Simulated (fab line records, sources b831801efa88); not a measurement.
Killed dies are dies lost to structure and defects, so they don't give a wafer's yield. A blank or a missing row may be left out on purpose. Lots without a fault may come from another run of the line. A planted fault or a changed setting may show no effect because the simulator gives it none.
Which tool did it? | flow gf180mcu | 14 lots, 42 wafers sampled, at 4 steps of a route of 602

WHAT THE GAUGES READ, wafer by wafer
The record holds no reading of a measuring or inspecting step that can be judged against a usual standard deviation.

WHICH TOOL RAN EACH LOT (tool, then ch and the chambers of the sampled wafers, then the start)
lot  | GF_M2_SPUTTER_01             | GF_M2_METAL_ETCH_16               | GF_V2_PEB_12                      | GF_M3_SPUTTER_00
L280 | pvd_sputter-03, day 18 13:11 | rie_metal-03 ch 1, day 19 13:49   | litho_track-01 ch 0, day 20 14:53 | pvd_sputter-04, day 20 16:45
L283 | pvd_sputter-04, day 19 17:47 | rie_metal-01 ch 0, day 20 18:47   | litho_track-03 ch 0, day 21 19:38 | pvd_sputter-03, day 21 21:28
L284 | pvd_sputter-04, day 20 04:14 | rie_metal-03 ch 0,1, day 21 04:30 | litho_track-03 ch 0, day 22 05:09 | pvd_sputter-03, day 22 07:01
L285 | pvd_sputter-03, day 20 10:43 | rie_metal-03 ch 0,1, day 21 10:47 | litho_track-01 ch 0, day 22 11:16 | pvd_sputter-02, day 22 13:06
L287 | pvd_sputter-03, day 21 06:58 | rie_metal-02 ch 0,1, day 22 06:42 | litho_track-02 ch 0, day 23 06:22 | pvd_sputter-04, day 23 08:16
L288 | pvd_sputter-01, day 21 20:31 | rie_metal-01 ch 0,1, day 22 20:24 | litho_track-01, day 23 20:02      | -
L289 | pvd_sputter-03, day 22 01:27 | rie_metal-02 ch 0,1, day 23 00:30 | litho_track-02, day 23 23:55      | -
L290 | pvd_sputter-01, day 22 13:31 | rie_metal-03 ch 0,1, day 23 13:22 | litho_track-01 ch 0, day 24 11:50 | pvd_sputter-04, day 24 13:42
L294 | pvd_sputter-03, day 23 15:15 | rie_metal-01 ch 0,1, day 24 13:47 | litho_track-01 ch 0, day 25 12:23 | pvd_sputter-02, day 25 14:15
L295 | pvd_sputter-01, day 23 22:19 | rie_metal-03 ch 0,1, day 24 20:46 | litho_track-03 ch 0, day 25 19:42 | pvd_sputter-02, day 25 21:28
L296 | pvd_sputter-04, day 24 13:13 | rie_metal-02 ch 0,1, day 25 11:33 | litho_track-01 ch 0, day 26 09:26 | pvd_sputter-02, day 26 11:23
L297 | pvd_sputter-03, day 24 15:49 | rie_metal-01 ch 0,1, day 25 13:45 | litho_track-03 ch 0, day 26 12:02 | pvd_sputter-04, day 26 13:52
L301 | pvd_sputter-03, day 25 18:20 | rie_metal-03 ch 0,1, day 26 15:19 | litho_track-01 ch 0, day 27 12:52 | pvd_sputter-03, day 27 14:42
L302 | pvd_sputter-04, day 26 08:59 | rie_metal-03 ch 0,1, day 27 06:28 | litho_track-01 ch 0, day 28 03:59 | pvd_sputter-02, day 28 06:00
- GF_M2_SPUTTER_01: material TiN, target thk 30 nm, time 25 s.
- GF_M2_METAL_ETCH_16: etches the open film in Cl2/BCl3, stops on SiO2, target depth 750.8 nm, time 125.1 s.
- GF_V2_PEB_12: peb time 90 s.
- GF_M3_SPUTTER_00: material Ti, target thk 37.5 nm, time 150 s.

WHAT THE TOOLS THEMSELVES READ (means of the sampled wafers that have a number; where no wafer has one, the mark that the record gives instead)
GF_M2_SPUTTER_01. Usual: throttle_valve_pct 29.9 %, standard deviation 1.1.
lot  | tool           | throttle_valve_pct (%) | flag
L280 | pvd_sputter-03 | 30.6                   |
L283 | pvd_sputter-04 | 29.4                   |
L284 | pvd_sputter-04 | 30.3                   |
L285 | pvd_sputter-03 | 30.4                   |
L287 | pvd_sputter-03 | 29.9                   |
L288 | pvd_sputter-01 | 28.8                   |
L289 | pvd_sputter-03 | 30.9                   |
L290 | pvd_sputter-01 | 28.7                   |
L294 | pvd_sputter-03 | 31.2                   |
L295 | pvd_sputter-01 | 29.5                   |
L296 | pvd_sputter-04 | 29.5                   |
L297 | pvd_sputter-03 | 30.8                   |
L301 | pvd_sputter-03 | 29.4                   |
L302 | pvd_sputter-04 | 29.5                   |

GF_M2_METAL_ETCH_16. Usual: drypump_motor_current_A 5.9 A, standard deviation 0.37; oes_product_au 0.991 a.u., standard deviation 0.0056; throttle_valve_pct 28.229 %, standard deviation 0.011.
lot  | tool         | drypump_motor_current_A (A) | oes_product_au (a.u.) | throttle_valve_pct (%) | flag
L280 | rie_metal-03 | 6.1                         | 0.983                 | 28.230                 |
L283 | rie_metal-01 | 5.3                         | 0.983                 | 28.241                 |
L284 | rie_metal-03 | 5.9                         | 0.992                 | 28.230                 |
L285 | rie_metal-03 | 6.0                         | 0.992                 | 28.218                 |
L287 | rie_metal-02 | 6.3                         | 0.991                 | 28.232                 |
L288 | rie_metal-01 | 5.6                         | 0.991                 | 28.230                 |
L289 | rie_metal-02 | 6.3                         | 0.993                 | 28.239                 |
L290 | rie_metal-03 | 5.9                         | 0.993                 | 28.224                 |
L294 | rie_metal-01 | 6.0                         | 0.992                 | 28.229                 |
L295 | rie_metal-03 | 6.0                         | 0.990                 | 28.218                 |
L296 | rie_metal-02 | 6.2                         | 0.988                 | 28.236                 |
L297 | rie_metal-01 | 5.7                         | 0.994                 | 28.231                 |
L301 | rie_metal-03 | 6.0                         | 0.986                 | 28.229                 |
L302 | rie_metal-03 | 5.9                         | 0.988                 | 28.219                 |

GF_V2_PEB_12. Usual: chill_plate_temp_C 22.98 C, standard deviation 0.12; exhaust_pa 45.2 Pa, standard deviation 1.
lot  | tool           | chill_plate_temp_C (C) | exhaust_pa (Pa) | flag
L280 | litho_track-01 | 23.00                  | 45.4            |
L283 | litho_track-03 | 22.99                  | 45.9            |
L284 | litho_track-03 | 22.93                  | 46.5            |
L285 | litho_track-01 | 23.08                  | 44.7            |
L287 | litho_track-02 | 22.86                  | 45.3            |
L288 | litho_track-01 | -                      | -               | OFF
L289 | litho_track-02 | -                      | -               | OFF
L290 | litho_track-01 | 22.89                  | 44.0            |
L294 | litho_track-01 | 22.97                  | 45.4            |
L295 | litho_track-03 | 23.11                  | 45.0            |
L296 | litho_track-01 | 22.94                  | 44.1            |
L297 | litho_track-03 | 23.00                  | 46.1            |
L301 | litho_track-01 | 23.11                  | 45.2            |
L302 | litho_track-01 | 23.06                  | 43.6            |

GF_M3_SPUTTER_00. Usual: throttle_valve_pct 29.9 %, standard deviation 0.98.
lot  | tool           | throttle_valve_pct (%) | flag
L280 | pvd_sputter-04 | 29.0                   |
L283 | pvd_sputter-03 | 29.9                   |
L284 | pvd_sputter-03 | 29.4                   |
L285 | pvd_sputter-02 | 30.4                   |
L287 | pvd_sputter-04 | 29.9                   |
L290 | pvd_sputter-04 | 29.0                   |
L294 | pvd_sputter-02 | 29.5                   |
L295 | pvd_sputter-02 | 30.4                   |
L296 | pvd_sputter-02 | 30.1                   |
L297 | pvd_sputter-04 | 29.3                   |
L301 | pvd_sputter-03 | 30.6                   |
L302 | pvd_sputter-02 | 29.7                   |

THE ANSWER, worked out from the rows above alone
Rule: a lot is off if the mean of its wafers that have a number lies more than 3 standard deviations from the usual mean. A lot without any number at a reading at which 4 lots or more have one is off too. The other lots that the step has rows for count as sound. The gauges are gone through in route order, then the tools' own readings, and for those a lot's mean is taken as printed above. The first step at which some lot is off is used, and at that step the reading that is off furthest; a lot without a number counts as furthest.
Off: L288, L289, at GF_V2_PEB_12 (chill_plate_temp_C). Without a number there: L288, L289.
A tool fits if, at that step or a process step before it, it ran every lot that is off, and no sound lot after the first of them. None of those tried fits.

WHAT THE SIMULATOR HAD PUT IN
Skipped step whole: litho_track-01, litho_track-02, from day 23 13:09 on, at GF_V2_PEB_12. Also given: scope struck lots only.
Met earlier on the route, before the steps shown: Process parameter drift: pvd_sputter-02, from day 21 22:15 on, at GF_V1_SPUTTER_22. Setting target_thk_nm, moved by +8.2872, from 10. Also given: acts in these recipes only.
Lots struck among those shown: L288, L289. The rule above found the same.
